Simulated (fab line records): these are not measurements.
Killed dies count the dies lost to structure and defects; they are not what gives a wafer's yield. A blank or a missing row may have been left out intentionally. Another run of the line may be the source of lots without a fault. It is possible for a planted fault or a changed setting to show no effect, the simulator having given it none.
Chamber matching    flow gf180mcu    GF_POLY_GATE_ETCH_13 on rie-si-01: 4 sister chambers
The step etches poly-Si in HBr/Cl2, stops on SiO2, target depth 198.5 nm, time 69.6 s. 7 wafers are shown with their chamber, then 7 later ones without.

## WAFERS WITH THEIR CHAMBER
wafer   chamber  drypump-motor-current-A (A)  he-backside-leak-sccm (sccm)
L915.3  1        6.1                          2.67
L923.5  1        6.1                          2.68
L933.3  2        5.5                          2.76
L933.5  3        6.7                          2.74
L933.6  2        5.5                          2.72
L934.1  3        6.8                          2.72
L934.3  0        5.1                          2.93

## WAFERS WITHOUT THEIR CHAMBER
wafer   drypump-motor-current-A (A)  he-backside-leak-sccm (sccm)
L934.4  6.1                          2.43
L935.1  5.1                          2.97
L935.5  5.1                          2.87
L935.6  6.1                          2.61
L938.1  6.7                          2.80
L938.2  5.1                          3.03
L938.6  6.1                          2.55

## CHAMBER TAKEN BY EACH
wafer   from the rows above  in truth
L934.4  1                    1
L935.1  0                    0
L935.5  0                    0
L935.6  1                    1
L938.1  3                    3
L938.2  0                    0
L938.6  1                    1
Placed correctly: 7 of 7. Left unplaced by these rows: 0. Number placed wrongly: 0.
How it was worked out, from the rows above alone: a wafer's distance from a chamber is the root of the sum, over the readings, of the square of ((its reading less the chamber's mean) divided by the reading's scatter). The wafer belongs to the nearest chamber; if the next one is less than 2 further off, it can't be placed. For every chamber, the mean is computed from those of its wafers that are shown. How the scatter is found: for the shown wafers, subtract from each reading the mean of its chamber, square and add these, divide the total by (wafers less chambers), then take the root.
